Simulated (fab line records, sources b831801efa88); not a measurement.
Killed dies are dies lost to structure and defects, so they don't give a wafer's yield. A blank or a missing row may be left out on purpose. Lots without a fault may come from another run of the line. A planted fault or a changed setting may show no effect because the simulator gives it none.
A struck lot beside a sound one | flow sky130 | 15 steps out of a route of 708
Sound: wafers L958.3, L958.4, L958.6. Struck: wafers L963.3, L963.5, L963.6. The cause comes at the end.
At each step with rows: each side's tool, then ch and its chambers, then its first start. Under that, the readings that differ: sound wafers | struck wafers | difference of the means | sigmas: that difference in standard deviations of wafers without a fault.
alike: readings whose means differ by less than 2 such deviations, and words and numbers that are the same on both sides. not compared: withheld readings, readings that some wafer has no value for, bounds like >300 that may hide the same value, and numbers for which the record gives no deviation and whose values overlap.
The two part at a step that has a row with sigmas, a row that says differs or no value, or rows on one side only. Numbers that don't overlap but have no deviation are shown without sigmas and don't part them. A reading that every wafer of one side lacks parts them only if that side has two wafers or more.

first, 2 steps without rows for these wafers: SKY_METAL5_CLEAN_18 (cleans in IPA, time 180 s); SKY_METAL5_CLEAN_19 (cleans in O3/DIW).
SKY_PASSIVATION_CVD_00: deposits SiO2, target thk 90 nm.
  sound on pecvd-04 ch 1,2, day 43 17:36; struck on pecvd-02 ch 0,1, day 45 06:12
  alike: heater_power_w, rf_fwd_power_W, susceptor_temp_C
SKY_PASSIVATION_THK_MEAS_01:
  sound on film_metro-02, day 43 17:38; struck on film_metro-01, day 45 06:14
  alike: PASSIVATION_CVD_00_THK
SKY_PASSIVATION_CVD_02: deposits Si3N4, target thk 540 nm.
  sound on pecvd-01 ch 0,2, day 43 17:47; struck on pecvd-01 ch 1,2, day 45 06:17
  alike: heater_power_w, rf_fwd_power_W, susceptor_temp_C
SKY_PASSIVATION_THK_MEAS_03:
  sound on film_metro-02, day 43 18:02; struck on film_metro-04, day 45 06:31
  alike: PASSIVATION_CVD_02_THK
then, 6 steps without rows for these wafers: SKY_PASSIVATION_DEHYDRATE_04 (time 60 s); SKY_PASSIVATION_HMDS_05 (prime time 60 s); SKY_PASSIVATION_COAT_06 (resist thk 3000 nm); SKY_PASSIVATION_SOFTBAKE_07; SKY_PASSIVATION_EXPOSE_08 (exposes mask NSM, target cd 3000 nm); SKY_PASSIVATION_PEB_09.
SKY_PASSIVATION_DEVELOP_10: develop time 60 s.
  sound on litho_track-04 ch 0, day 44 16:00; struck on litho_track-02 ch 0, day 46 02:00
  reading              | sound             | struck            | difference | sigmas
  developer_temp_C (C) | 22.78 22.92 22.91 | 24.04 23.95 23.73 | +1.04      | +9
SKY_PASSIVATION_ETCH_11: etches the open film in CF4/O2, stops on AlCu, target depth 725 nm, time 161.1 s.
  sound on rie_diel-04 ch 0,3, day 44 16:19; struck on rie_diel-03 ch 0,3, day 46 02:57
  alike: drypump_motor_current_A, oes_product_au, rf_fwd_power_W, throttle_valve_pct
  not compared: rf_hours_counter_h
SKY_PAD_OPEN_PROBE_99:
  sound on prober-01, day 45 15:58; struck on prober-02, day 47 02:44
  alike: defect_limited_yield, killed_at_M0_to_M3, killed_at_M4_up, killed_at_contacts, killed_at_front_end, killed_at_other, killed_dies, killed_on_rim, killed_open, killed_short

WHERE THEY PART
Only at SKY_PASSIVATION_DEVELOP_10, within this record. Later steps at which nothing parts them and some readings are alike: SKY_PASSIVATION_ETCH_11, SKY_PAD_OPEN_PROBE_99.

WHY: what the simulator had put in
Process parameter drift: litho_track-02, from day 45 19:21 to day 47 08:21, at SKY_PASSIVATION_DEVELOP_10. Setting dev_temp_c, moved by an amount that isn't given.
